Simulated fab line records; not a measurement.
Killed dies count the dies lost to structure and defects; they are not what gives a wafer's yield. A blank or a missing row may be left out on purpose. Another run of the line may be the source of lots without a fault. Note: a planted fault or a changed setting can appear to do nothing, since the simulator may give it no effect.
Which of the tools did it? -- flow gf180mcu -- Sampling: 12 lots, 36 wafers, 5 of 602 route steps

== WHAT THE GAUGES SHOWED, per wafer ==
Not one reading of a measure or inspect step in the record can be checked against a usual standard deviation.

== WHAT TOOL EACH LOT RAN ON (gives the tool, then ch and the chambers of the sampled wafers, and finally the start) ==
lot,GF_CONTACT_CMP_04,GF_CONTACT_ETCH_17,GF_M2_SPUTTER_00,GF_M2_METAL_ETCH_16,GF_V2_ETCH_17
L156,"cmp-01 ch 0,1,2, day 15 12:43","rie_diel-01 ch 0,2,3, day 18 13:50 or earlier","pvd_sputter-02, day 18 13:50","rie_metal-03 ch 0,1, day 19 14:41","rie_diel-01 ch 0,1,3, no start"
L158,"cmp-01 ch 1,2,3, day 16 20:32","rie_diel-02 ch 0,3, day 20 00:36 or earlier","pvd_sputter-03, day 20 00:36","rie_metal-03 ch 0,1, day 21 01:11","rie_diel-03 ch 0,2, no start"
L160,"cmp-02 ch 1,3, day 17 10:55","rie_diel-01 ch 1,2,3, day 20 16:07 or earlier","pvd_sputter-02, day 20 16:07","rie_metal-03 ch 0,1, day 21 15:59","rie_diel-03 ch 1,2, no start"
L163,"cmp-01 ch 1,2,3, day 18 18:33","rie_diel-04 ch 0,1,3, day 21 22:45 or earlier","pvd_sputter-03, day 21 22:45","rie_metal-04 ch 0,1, day 22 21:53","rie_diel-01 ch 1,2,3, no start"
L161,"cmp-02 ch 0,1,2, day 18 18:52","rie_diel-01 ch 0,2,3, day 21 23:49 or earlier","pvd_sputter-04, day 21 23:49","rie_metal-03 ch 0,1, day 22 23:12","rie_diel-01 ch 1,2,3, no start"
L162,"cmp-01 ch 0,3, day 18 19:09","rie_diel-04 ch 0,1, day 22 00:25 or earlier","pvd_sputter-02, day 22 00:25","rie_metal-04 ch 0,1, day 23 00:09","rie_diel-04 ch 1,2,3, no start"
L165,"cmp-02 ch 1,3, day 19 17:43","rie_diel-02 ch 0,2, day 22 21:52 or earlier","pvd_sputter-02, day 22 21:52","rie_metal-04 ch 0, day 23 19:46","rie_diel-01 ch 2,3, no start"
L166,"cmp-01 ch 0,1,3, day 19 18:06","rie_diel-04 ch 1,2,3, day 22 22:06 or earlier","pvd_sputter-02, day 22 22:06","rie_metal-02 ch 0,1, day 23 20:32","rie_diel-04 ch 0,1,3, no start"
L167,"cmp-01 ch 0,2, day 20 04:17","rie_diel-01 ch 1,2,3, day 23 07:17 or earlier","pvd_sputter-02, day 23 07:17","rie_metal-02 ch 0,1, day 24 05:25","rie_diel-01 ch 0,1,2, no start"
L175,"cmp-02 ch 0,1,3, day 22 06:46","rie_diel-04 ch 0,1,3, day 25 05:16 or earlier","pvd_sputter-04, day 25 05:16","rie_metal-02 ch 1, day 26 02:28","rie_diel-01 ch 1,2,3, no start"
L176,"cmp-01 ch 0,1,2, day 22 13:45","rie_diel-02 ch 1,2,3, day 25 12:13 or earlier","pvd_sputter-02, day 25 12:13","rie_metal-04 ch 0,1, day 26 08:21","rie_diel-03 ch 0,3, no start"
L177,"cmp-01 ch 0,1,3, day 22 23:05","rie_diel-02 ch 1,2, day 25 21:16 or earlier","pvd_sputter-04, day 25 21:16","rie_metal-02 ch 0,1, day 26 17:19","rie_diel-01 ch 0,2, no start"
- GF_CONTACT_CMP_04: polishes SiO2.
- GF_CONTACT_ETCH_17: etches SiO2 in C4F8/O2/Ar, stops on CoSi2, target depth 860 nm.
- GF_M2_SPUTTER_00: material Ti, target thk 37.5 nm, time 150 s.
- GF_M2_METAL_ETCH_16: etches the open film in Cl2/BCl3, stops on SiO2, target depth 627.5 nm, time 104.6 s.
- GF_V2_ETCH_17: etches SiO2 in C4F8/O2/Ar, stops on TiN, target depth 630 nm.

== AS READ BY THE TOOLS THEMSELVES (means over the sampled wafers that have a number; for cases with no such wafer, the mark the record gives instead) ==
GF_CONTACT_CMP_04.
lot,tool,edge_zone_pressure_frac,motor_current_A (A),time_to_endpoint_s (s)
L156,cmp-01,1.006,11.9,115
L158,cmp-01,1.002,11.7,109
L160,cmp-02,1.002,12.3,112
L163,cmp-01,0.998,12.1,110
L161,cmp-02,1.000,11.3,104
L162,cmp-01,1.001,12.1,106
L165,cmp-02,1.005,11.8,106
L166,cmp-01,0.996,12.0,92
L167,cmp-01,0.997,11.9,84
L175,cmp-02,0.997,11.9,122
L176,cmp-01,1.009,12.6,115
L177,cmp-01,1.002,12.0,114

GF_CONTACT_ETCH_17.
lot,tool,bias_w (W),oes_product_au (a.u.)
L156,rie_diel-01,1199,0.817
L158,rie_diel-02,1195,0.813
L160,rie_diel-01,1201,0.818
L163,rie_diel-04,1199,0.815
L161,rie_diel-01,1201,0.813
L162,rie_diel-04,1203,0.813
L165,rie_diel-02,1200,0.814
L166,rie_diel-04,1203,0.838
L167,rie_diel-01,1200,0.838
L175,rie_diel-04,1201,0.814
L176,rie_diel-02,1198,0.818
L177,rie_diel-02,1200,0.811

GF_M2_SPUTTER_00.
lot,tool,throttle_valve_pct (%)
L156,pvd_sputter-02,28.7
L158,pvd_sputter-03,29.8
L160,pvd_sputter-02,29.2
L163,pvd_sputter-03,30.0
L161,pvd_sputter-04,29.6
L162,pvd_sputter-02,29.3
L165,pvd_sputter-02,28.6
L166,pvd_sputter-02,28.4
L167,pvd_sputter-02,29.9
L175,pvd_sputter-04,29.4
L176,pvd_sputter-02,28.6
L177,pvd_sputter-04,29.6

GF_M2_METAL_ETCH_16.
lot,tool,bias_w (W),drypump_motor_current_A (A),oes_product_au (a.u.),throttle_valve_pct (%)
L156,rie_metal-03,139.8,5.5,0.971,28.255
L158,rie_metal-03,139.5,5.5,0.968,28.249
L160,rie_metal-03,139.8,5.6,0.967,28.251
L163,rie_metal-04,140.0,6.1,0.972,28.250
L161,rie_metal-03,139.9,5.6,0.973,28.250
L162,rie_metal-04,139.6,5.7,0.968,28.252
L165,rie_metal-04,140.2,5.3,0.970,28.252
L166,rie_metal-02,139.6,5.5,0.968,28.237
L167,rie_metal-02,139.5,5.5,0.970,28.257
L175,rie_metal-02,140.0,5.4,0.972,28.262
L176,rie_metal-04,140.0,5.7,0.968,28.250
L177,rie_metal-02,140.3,5.4,0.960,28.261

GF_V2_ETCH_17.
lot,tool,bias_w (W),oes_product_au (a.u.)
L156,rie_diel-01,1201,0.857
L158,rie_diel-03,1200,0.851
L160,rie_diel-03,1202,0.857
L163,rie_diel-01,1197,0.861
L161,rie_diel-01,1200,0.857
L162,rie_diel-04,1199,0.861
L165,rie_diel-01,1198,0.852
L166,rie_diel-04,1202,0.854
L167,rie_diel-01,1200,0.854
L175,rie_diel-01,1202,0.853
L176,rie_diel-03,1203,0.854
L177,rie_diel-01,1204,0.853

== THE ANSWER, worked out from the rows above alone ==
Rule: the lots themselves supply what counts as usual. Put in order of their means at a reading, lots are off if they are a third of the lots or fewer, leave a main group of 4 or more, and stand apart from it by a gap of 3 or more times the standard deviation of the main group's means; of several such gaps the widest counts. A main group whose means are all the same, to the digits that the tables above print for the reading, isn't used. A lot without any number at a reading at which 4 lots or more have one is off too. Where the step has rows for the other lots, those lots are counted as sound. After the gauges, taken in route order, come the tools' own readings; for these a lot's mean is taken, as printed above. At the first step where some lot is off, the reading lying furthest off is the one used; lots without a number count as furthest.
Off, at GF_CONTACT_ETCH_17 on oes_product_au: L166, L167. For the main group the mean is 0.815 a.u. and the standard deviation 0.0022.
A tool fits if, at that step or a process step before it, it ran every lot that is off, and no sound lot after the first of them. GF_CONTACT_ETCH_17: start missing for some lots; hours and lot order therefore follow GF_M2_SPUTTER_00. No candidate that was tried fits.

== WHAT THE SIMULATOR PUT IN ==
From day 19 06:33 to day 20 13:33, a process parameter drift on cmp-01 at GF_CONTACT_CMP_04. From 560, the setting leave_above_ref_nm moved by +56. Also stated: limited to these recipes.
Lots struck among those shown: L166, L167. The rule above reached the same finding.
